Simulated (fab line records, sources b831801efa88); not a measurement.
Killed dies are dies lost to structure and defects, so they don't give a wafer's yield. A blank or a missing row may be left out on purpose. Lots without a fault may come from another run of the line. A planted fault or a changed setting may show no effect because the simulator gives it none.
Tool commonality check | flow sky130 | 11 lots, 33 wafers sampled

WHY IT WAS OPENED
At SKY_PWDE_TW_MEAS_10 the reading PWDE_TW is flagged on 2 of 11 lots. Wafers without a fault read 375.3, standard deviation 1.6.
Rule: a lot is flagged when every wafer of it that has a number lies more than 4 standard deviations from that mean, or none has a number. The other lots count as sound.

lot  | measured    | on            | PWDE_TW, wafer by wafer | flag
L400 | day 4 01:09 | film_metro-04 | 378.6 376.5 375.7       |
L402 | day 4 10:20 | film_metro-04 | 376.5 378.3 375.3       |
L403 | day 4 12:52 | film_metro-02 | 378.7 376.9 378.1       |
L404 | day 4 16:45 | film_metro-04 | 377.5 376.8 375.4       |
L405 | day 4 23:04 | film_metro-03 | 408.8 408.5 410.0       | FLAGGED
L407 | day 6 01:10 | film_metro-04 | 410.5 411.1 409.9       | FLAGGED
L413 | day 7 09:34 | film_metro-04 | 374.5 375.3 376.1       |
L416 | day 7 20:52 | film_metro-03 | 375.9 374.1 374.9       |
L418 | day 8 00:04 | film_metro-02 | 375.8 375.9 376.8       |
L422 | day 9 01:48 | film_metro-02 | 371.8 373.5 373.4       |
L423 | day 9 06:31 | film_metro-02 | 372.1 371.3 371.8       |
The numbers of the flagged lots are 409.8 on average: +34.5 against the usual, or +22 standard deviations.

WHICH TOOL RAN EACH LOT
The record holds 2 process steps before the reading, out of a route of 708 steps. In each cell: the tool, then ch and the chambers that the sampled wafers went through, then the start.
lot  | flag    | SKY_PWDE_IMPLANT_08            | SKY_PWDE_STRIP_09
L400 |         | implanter-02 ch 0, day 4 00:54 | plasma_asher-04 ch 0,1, day 4 01:03
L402 |         | implanter-02 ch 0, day 4 10:07 | plasma_asher-02 ch 0,1, day 4 10:14
L403 |         | implanter-02 ch 0, day 4 12:39 | plasma_asher-04 ch 0,1, day 4 12:47
L404 |         | implanter-01 ch 0, day 4 16:30 | plasma_asher-01 ch 0,1, day 4 16:39
L405 | FLAGGED | implanter-01 ch 0, day 4 22:49 | plasma_asher-01 ch 0,1, day 4 22:58
L407 | FLAGGED | implanter-01 ch 0, day 6 00:55 | plasma_asher-01 ch 0,1, day 6 01:04
L413 |         | implanter-02 ch 0, day 7 09:20 | plasma_asher-01 ch 0,1, day 7 09:27
L416 |         | implanter-03 ch 0, day 7 20:38 | plasma_asher-04 ch 0,1, day 7 20:45
L418 |         | implanter-02 ch 0, day 7 23:50 | plasma_asher-02 ch 0,1, day 7 23:57
L422 |         | implanter-01 ch 0, day 9 01:33 | plasma_asher-04 ch 0,1, day 9 01:42
L423 |         | implanter-01 ch 0, day 9 06:16 | plasma_asher-01 ch 0,1, day 9 06:25
What these steps do:
- SKY_PWDE_IMPLANT_08
- SKY_PWDE_STRIP_09: strips in O2/N2.
- SKY_PWDE_TW_MEAS_10

FLAGGED OVER TOTAL, TOOL BY TOOL (the gauges that took the reading come last)
step                | tool            | lots run | flagged | share of the flagged lots | sound lots run after its first flagged lot
SKY_PWDE_IMPLANT_08 | implanter-01    | 5        | 2       | all                       | 2 (L422,L423)
SKY_PWDE_IMPLANT_08 | implanter-02    | 5        | 0       | none                      | -
SKY_PWDE_IMPLANT_08 | implanter-03    | 1        | 0       | none                      | -
SKY_PWDE_STRIP_09   | plasma_asher-01 | 5        | 2       | all                       | 2 (L413,L423)
SKY_PWDE_STRIP_09   | plasma_asher-02 | 2        | 0       | none                      | -
SKY_PWDE_STRIP_09   | plasma_asher-04 | 4        | 0       | none                      | -
SKY_PWDE_TW_MEAS_10 | film_metro-02   | 4        | 0       | none                      | -
SKY_PWDE_TW_MEAS_10 | film_metro-03   | 2        | 1       | some                      | 1 (L416)
SKY_PWDE_TW_MEAS_10 | film_metro-04   | 5        | 1       | some                      | 1 (L413)

WHAT THE TABLE ALLOWS
2 rows of the table ran every flagged lot: implanter-01 at SKY_PWDE_IMPLANT_08, plasma_asher-01 at SKY_PWDE_STRIP_09.
- implanter-01 at SKY_PWDE_IMPLANT_08: 2 of its 5 lots flagged. Sound lots ran on it after the first flagged one (L422, L423), which a lasting fault on the whole tool wouldn't allow. Its own readings lie more than 4 standard deviations out on every wafer of the flagged lots: dose_ions_cm2, faraday_current_uA.
- plasma_asher-01 at SKY_PWDE_STRIP_09: 2 of its 5 lots flagged. Sound lots ran on it after the first flagged one (L413, L423), which a lasting fault on the whole tool wouldn't allow.
No row of the table ran every flagged lot and no sound lot after the first.

WHAT THE SIMULATOR HAD PUT IN
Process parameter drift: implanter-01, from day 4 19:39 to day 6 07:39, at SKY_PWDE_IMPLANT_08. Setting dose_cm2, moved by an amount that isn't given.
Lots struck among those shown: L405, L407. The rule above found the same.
